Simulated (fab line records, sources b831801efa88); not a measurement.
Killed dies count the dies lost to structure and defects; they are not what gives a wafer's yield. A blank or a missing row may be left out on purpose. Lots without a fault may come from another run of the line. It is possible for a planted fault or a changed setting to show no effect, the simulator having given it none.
Code-filled problem report in 8D (eight disciplines) form -- flow gf180mcu -- the parts of the form that need people (team, actions taken, sign-off) are left out

## 1. THE ISSUE
prime temp c at GF_PASSIVATION_HMDS_05 reads a mean of 126.10 C on 6 wafers of 2 lots; wafers without a fault read 120.01 C with a standard deviation of 0.15. That is +41 standard deviations from the usual mean.
The step: prime time 60 s.
The first sign was on wafer L247.2 at day 31 15:03, on litho track-02. At this step, 39 wafers from 13 lots have a number in the record. The rule behind "out" and "out of limits": a value lying over 4 standard deviations away from the usual mean. All remaining wafers that have a number are taken as sound.

## 2. WHAT IT IS, WHAT IT ISN'T
question,is,is not
which readings at this step,prime temp c,-
which lots,"L247, L249","L240, L242, L243, L244, L245, L254, L255, L256, L257, L258, L259"
which wafers of those lots,all that have a number,-
read on which tools,litho track-02,"litho track-03, litho track-04"
when,from day 31 15:03,"up to then (15 sound wafers); but 18 sound wafers of L254, L255, L256, L257, L258, L259 came after"

## 3. SUSPECTS, AND WHAT RULES EACH OUT
Counting: a tool at a process step up to the reading stays a suspect if it ran every lot that is out and no sound lot after the first of them.
- plasma asher-02 at GF_V5_STRIP_18 (strips in O2/N2): ruled out as a lasting fault. The sound lots L255, L257, L258 went through it after L247, its earliest lot that is out (day 30 10:32).
- litho track-02 at GF_PASSIVATION_HMDS_05 (prime time 60 s): kept. Every lot that is out went through it, starting with L247 (day 31 15:03), and after that it ran no sound lot; the last sound lot it ran before then is L245 (day 30 21:18). Its own readings are out on those wafers: prime temp c.
Left after counting: litho track-02 at GF_PASSIVATION_HMDS_05.

## 4. THE CAUSE (what the simulator had put in)
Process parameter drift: litho track-02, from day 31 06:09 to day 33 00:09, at GF_PASSIVATION_HMDS_05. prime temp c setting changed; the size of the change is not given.
After counting, this tool was the only one left.

## 5. THE CHAIN OF EFFECTS, in route order
Each row: a reading whose mean over the struck wafers that have a number lies more than 3 standard deviations from the usual. Only readings for which the record gives a usual standard deviation are gone through. hours: the time from each lot's start at the first step in this table that gives one to its start at this step, as a median over the lots. sigmas: the change in usual standard deviations.
hours,step,reading,usual,on struck wafers,change,sigmas
0,GF_PASSIVATION_HMDS_05,prime temp c,120.01 C,126.10,+6.09,+41
It contains these process steps:
- GF_PASSIVATION_HMDS_05: prime time 60 s.

## 6. WHAT WOULD HAVE CAUGHT IT SOONER
9 hours passed between the start of the fault at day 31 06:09 and the first reading out of limits in this record, taken at day 31 15:03.
